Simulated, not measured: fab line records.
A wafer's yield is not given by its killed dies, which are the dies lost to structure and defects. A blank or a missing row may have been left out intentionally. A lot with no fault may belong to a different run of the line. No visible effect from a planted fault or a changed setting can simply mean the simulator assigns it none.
Chamber matching || flow sfq-line || cmp-01 running SFQ_TRILAYER_I3_CMP_CMP_082: 4 sister chambers
The step polishes SiO2. 4 wafers are shown with their chamber, then 7 later ones without.

== WAFERS, EACH WITH ITS CHAMBER ==
{"wafer": "L115.5", "chamber": 2, "motor-current-A (A)": 9.4}
{"wafer": "L115.6", "chamber": 3, "motor-current-A (A)": 11.5}
{"wafer": "L118.3", "chamber": 1, "motor-current-A (A)": 8.7}
{"wafer": "L118.5", "chamber": 0, "motor-current-A (A)": 11.6}

== WAFERS WHOSE CHAMBER IS MISSING ==
{"wafer": "L118.6", "motor-current-A (A)": 11.7}
{"wafer": "L120.2", "motor-current-A (A)": 8.7}
{"wafer": "L120.3", "motor-current-A (A)": 11.5}
{"wafer": "L120.6", "motor-current-A (A)": 10.4}
{"wafer": "L122.1", "motor-current-A (A)": 8.7}
{"wafer": "L122.2", "motor-current-A (A)": 11.4}
{"wafer": "L122.5", "motor-current-A (A)": 11.9}

== THE CHAMBER EACH PASSED THROUGH ==
{"wafer": "L118.6", "from the rows above": "can't be placed: 0 or 3", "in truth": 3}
{"wafer": "L120.2", "from the rows above": "can't be placed: 1 or 2", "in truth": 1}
{"wafer": "L120.3", "from the rows above": "can't be placed: 3 or 0", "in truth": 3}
{"wafer": "L120.6", "from the rows above": "can't be placed: 2 or 3 or 0 or 1", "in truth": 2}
{"wafer": "L122.1", "from the rows above": "can't be placed: 1 or 2", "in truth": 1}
{"wafer": "L122.2", "from the rows above": "can't be placed: 3 or 0", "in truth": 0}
{"wafer": "L122.5", "from the rows above": "can't be placed: 0 or 3", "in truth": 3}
Correct placement for 0 of the 7. Unplaceable from these rows: 7, with the true chamber sitting among the candidates in 7. Number placed wrongly: 0.
How it was worked out, from the rows above alone: a wafer's distance from a chamber is the root of the sum, over the readings, of the square of ((its reading less the chamber's mean) divided by the reading's scatter). The wafer belongs to the nearest chamber; if the next one is less than 2 further off, it can't be placed. The mean given for a chamber averages the wafers shown for that chamber. The scatter: root of mean squared gap, hidden wafer to nearest shown wafer, with one shown wafer a chamber.
